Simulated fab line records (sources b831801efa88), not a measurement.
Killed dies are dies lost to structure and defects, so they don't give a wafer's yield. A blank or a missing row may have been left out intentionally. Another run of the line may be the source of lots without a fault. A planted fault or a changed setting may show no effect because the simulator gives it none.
Which tool did it?    flow sky130    Sampling: 12 lots, 36 wafers, 3 of 708 route steps

## WHAT THE GAUGES READ, wafer by wafer
SKY_METAL5_RS_MEAS_05: uses a four-point probe to measure. Usual: METAL5_ALCU_RS 0.0283 ohm/sq, standard deviation 0.00035.
lot   measured      on             METAL5_ALCU_RS (ohm/sq)  flag
L456  day 44 14:48  film_metro-01  0.0286 0.0283 0.0284     
L457  day 45 06:49  film_metro-01  0.0288 0.0288 0.0286     
L458  day 45 11:57  film_metro-02  0.0280 0.0279 0.0285     
L459  day 45 12:30  film_metro-02  0.0283 0.0290 0.0291     
L460  day 45 14:09  film_metro-01  0.0277 0.0283 0.0279     
L461  day 46 08:38  film_metro-03  0.0286 0.0287 0.0285     
L463  day 46 11:38  film_metro-03  0.0287 0.0290 0.0287     
L467  day 47 15:24  film_metro-01  0.0282 0.0286 0.0287     
L469  day 48 03:43  film_metro-02  0.0281 0.0280 0.0281     
L472  day 48 11:47  film_metro-01  0.0280 0.0282 0.0281     
L474  day 49 02:46  film_metro-01  0.0282 0.0287 0.0288     
L475  day 49 14:27  film_metro-02  0.0282 0.0287 0.0285     

## TOOL THAT RAN EACH LOT (tool first, then ch and the chambers of the sampled wafers, then the start)
lot   SKY_VIA2_SPUTTER_20           SKY_METAL5_SPUTTER_00
L456  pvd_sputter-03, day 38 01:19  pvd_sputter-04, day 44 14:38
L457  pvd_sputter-03, day 38 18:48  pvd_sputter-04, day 45 06:40
L458  pvd_sputter-04, day 39 00:32  pvd_sputter-04, day 45 11:43
L459  pvd_sputter-04, day 39 02:38  pvd_sputter-01, day 45 12:19
L460  pvd_sputter-03, day 39 04:56  pvd_sputter-02, day 45 13:58
L461  pvd_sputter-03, day 40 01:56  pvd_sputter-02, day 46 08:24
L463  pvd_sputter-03, day 40 05:45  pvd_sputter-02, day 46 11:28
L467  pvd_sputter-03, day 41 12:43  pvd_sputter-02, day 47 15:13
L469  pvd_sputter-04, day 42 03:10  pvd_sputter-02, day 48 03:33
L472  pvd_sputter-04, day 42 14:34  pvd_sputter-02, day 48 11:34
L474  pvd_sputter-04, day 43 06:32  pvd_sputter-01, day 49 02:34
L475  pvd_sputter-04, day 43 18:34  pvd_sputter-01, day 49 14:17
- SKY_VIA2_SPUTTER_20: material TiN, target thk 20 nm, time 80 s.
- SKY_METAL5_SPUTTER_00: material Ti, target thk 15 nm, time 10 s.

## AS READ BY THE TOOLS THEMSELVES (means over the sampled wafers that have a number; for cases with no such wafer, the mark the record gives instead)
SKY_VIA2_SPUTTER_20. Usual: throttle_valve_pct at 29.8 %, with a standard deviation of 0.9.
lot   tool            throttle_valve_pct (%)  flag
L456  pvd_sputter-03  30.6                    
L457  pvd_sputter-03  30.7                    
L458  pvd_sputter-04  29.3                    
L459  pvd_sputter-04  29.4                    
L460  pvd_sputter-03  30.1                    
L461  pvd_sputter-03  30.3                    
L463  pvd_sputter-03  30.3                    
L467  pvd_sputter-03  30.3                    
L469  pvd_sputter-04  29.5                    
L472  pvd_sputter-04  30.0                    
L474  pvd_sputter-04  29.0                    
L475  pvd_sputter-04  29.9                    

SKY_METAL5_SPUTTER_00. Usual: throttle_valve_pct at 29.9 %, with a standard deviation of 0.93.
lot   tool            throttle_valve_pct (%)  flag
L456  pvd_sputter-04  28.7                    
L457  pvd_sputter-04  29.7                    
L458  pvd_sputter-04  30.6                    
L459  pvd_sputter-01  29.6                    
L460  pvd_sputter-02  30.7                    
L461  pvd_sputter-02  30.4                    
L463  pvd_sputter-02  30.1                    
L467  pvd_sputter-02  30.6                    
L469  pvd_sputter-02  30.4                    
L472  pvd_sputter-02  30.0                    
L474  pvd_sputter-01  29.6                    
L475  pvd_sputter-01  28.7                    

## THE ANSWER, worked out from the rows above alone
Rule: a lot counts as off when the mean over its wafers that have a number is more than 3 standard deviations away from the usual mean. Also off: a lot with no number at a reading for which 4 or more lots have one. Any other lot the step has rows for is counted as sound. Order of review: gauges by route order, followed by the tools' own readings, for which a lot's mean as printed above is used. The first step at which some lot is off is used, and at that step the reading that is off furthest; a lot without a number counts as furthest.
No lot is off at any reading shown: from this, nothing can be told.

## WHAT WAS PUT IN BY THE SIMULATOR
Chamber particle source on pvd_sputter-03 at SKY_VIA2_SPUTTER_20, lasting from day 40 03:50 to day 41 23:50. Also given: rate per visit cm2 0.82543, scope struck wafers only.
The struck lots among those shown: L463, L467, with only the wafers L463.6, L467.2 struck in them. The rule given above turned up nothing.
